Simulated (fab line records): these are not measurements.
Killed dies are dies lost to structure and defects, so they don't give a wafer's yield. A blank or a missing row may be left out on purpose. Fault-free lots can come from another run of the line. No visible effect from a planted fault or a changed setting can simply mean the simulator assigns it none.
Shared-tool check    flow sky130    11 lots, 36 wafers sampled

## WHAT PROMPTED THE OPENING
1 of 11 lots carry a flag on the reading VT_ADJUST_LVTN_2_TW at SKY_VT_ADJUST_LVTN_TW_MEAS_21. Wafers without a fault read 188.5, standard deviation 1.4.
Rule: flag the lot when none of its wafers has a number, or when each of its wafers that has one lies beyond 4 standard deviations from that mean. The rest of the lots are taken to be sound.

lot   measured      on             VT_ADJUST_LVTN_2_TW, wafer by wafer  flag
L666  day 9 03:49   film-metro-04  190.3 190.1 190.9                    
L667  day 9 17:08   film-metro-01  189.4 188.3 188.1                    
L669  day 10 03:01  film-metro-04  189.8 189.0 190.3                    
L672  day 10 13:59  film-metro-01  29.9 30.1 30.2 30.0 30.2 30.0        FLAGGED
L674  day 10 18:41  film-metro-04  190.5 189.6 189.5                    
L679  day 12 12:46  film-metro-03  187.0 187.7 187.3                    
L681  day 13 04:41  film-metro-04  189.2 189.6 188.5                    
L682  day 13 09:16  film-metro-03  187.7 188.0 188.2                    
L683  day 13 13:49  film-metro-01  190.3 190.1 190.5                    
L684  day 14 05:54  film-metro-01  189.8 190.7 189.9                    
L686  day 14 12:09  film-metro-03  186.5 186.9 185.4                    
The numbers of the flagged lots are 30.1 on average: -158.4 against the usual, or -99 or more standard deviations.

## EACH LOT AND THE TOOL IT RAN ON
The record holds 2 process steps before the reading, out of a route of 708 steps. Cell contents, in order: the tool; ch with the chambers the sampled wafers went through; the start.
lot   flag     SKY_FIELD_ISO_ETCH_14              SKY_VT_ADJUST_LVTN_EXPOSE_15
L666           rie-diel-01 ch 0,2, day 2 20:21    iline-stepper-01 ch 0, day 8 15:19
L667           rie-diel-02 ch 0,1, day 3 01:31    iline-stepper-02 ch 0, day 9 06:04
L669           rie-diel-02 ch 0,1,3, day 3 10:51  iline-stepper-01 ch 0, day 9 15:42
L672  FLAGGED  rie-diel-02 ch 0,3, day 4 02:50    iline-stepper-01 ch 0, day 10 02:34
L674           rie-diel-04 ch 1,2, day 4 12:33    iline-stepper-01 ch 0, day 10 07:18
L679           rie-diel-04 ch 0,1,2, day 5 17:09  iline-stepper-01 ch 0, day 12 00:24
L681           rie-diel-04 ch 0,2, day 6 06:23    iline-stepper-02 ch 0, day 12 15:27
L682           rie-diel-01 ch 1,3, day 6 08:21    iline-stepper-01 ch 0, day 12 19:10
L683           rie-diel-04 ch 0,1, day 6 14:23    iline-stepper-02 ch 0, day 13 00:07
L684           rie-diel-02 ch 0,2,3, day 6 20:06  iline-stepper-01 ch 0, day 13 16:44
L686           rie-diel-04 ch 0,1, day 7 04:25    iline-stepper-01 ch 0, day 13 22:25
What these steps do:
- SKY_FIELD_ISO_ETCH_14: etches BARC in N2/H2, stops on SiO2, time 45.9 s, target depth 60 nm.
- SKY_VT_ADJUST_LVTN_EXPOSE_15: exposes mask HVN STD DERIVED, target cd 600 nm.
- SKY_VT_ADJUST_LVTN_TW_MEAS_21

## FLAGGED OVER TOTAL, TOOL BY TOOL (the gauges that took the reading come last)
step                           tool              lots run  flagged  share of the flagged lots  sound lots run after its first flagged lot
SKY_FIELD_ISO_ETCH_14          rie-diel-01       2         0        none                       -
SKY_FIELD_ISO_ETCH_14          rie-diel-02       4         1        all                        1 (L684)
SKY_FIELD_ISO_ETCH_14          rie-diel-04       5         0        none                       -
SKY_VT_ADJUST_LVTN_EXPOSE_15   iline-stepper-01  8         1        all                        5 (L674,L679,L682,L684,L686)
SKY_VT_ADJUST_LVTN_EXPOSE_15   iline-stepper-02  3         0        none                       -
SKY_VT_ADJUST_LVTN_TW_MEAS_21  film-metro-01     4         1        all                        2 (L683,L684)
SKY_VT_ADJUST_LVTN_TW_MEAS_21  film-metro-03     3         0        none                       -
SKY_VT_ADJUST_LVTN_TW_MEAS_21  film-metro-04     4         0        none                       -

## WHAT IS ALLOWED BY THE TABLE
In the table, 3 rows ran each flagged lot (rie-diel-02 at SKY_FIELD_ISO_ETCH_14; iline-stepper-01 at SKY_VT_ADJUST_LVTN_EXPOSE_15; film-metro-01 at SKY_VT_ADJUST_LVTN_TW_MEAS_21).
- rie-diel-02 at SKY_FIELD_ISO_ETCH_14: 1 of its 4 lots flagged. Sound lots ran on it after the first flagged one (L684), which a lasting fault on the whole tool wouldn't allow.
- iline-stepper-01 at SKY_VT_ADJUST_LVTN_EXPOSE_15: 1 of its 8 lots flagged. Sound lots ran on it after the first flagged one (L674, L679, L682, L684, L686), which a lasting fault on the whole tool wouldn't allow.
- film-metro-01 at SKY_VT_ADJUST_LVTN_TW_MEAS_21: 1 of its 4 lots flagged. Sound lots ran on it after the first flagged one (L683, L684), which a lasting fault on the whole tool wouldn't allow.
None of the table's rows ran every flagged lot and, after the first, no sound lot.

## WHAT THE SIMULATOR HAD INSERTED
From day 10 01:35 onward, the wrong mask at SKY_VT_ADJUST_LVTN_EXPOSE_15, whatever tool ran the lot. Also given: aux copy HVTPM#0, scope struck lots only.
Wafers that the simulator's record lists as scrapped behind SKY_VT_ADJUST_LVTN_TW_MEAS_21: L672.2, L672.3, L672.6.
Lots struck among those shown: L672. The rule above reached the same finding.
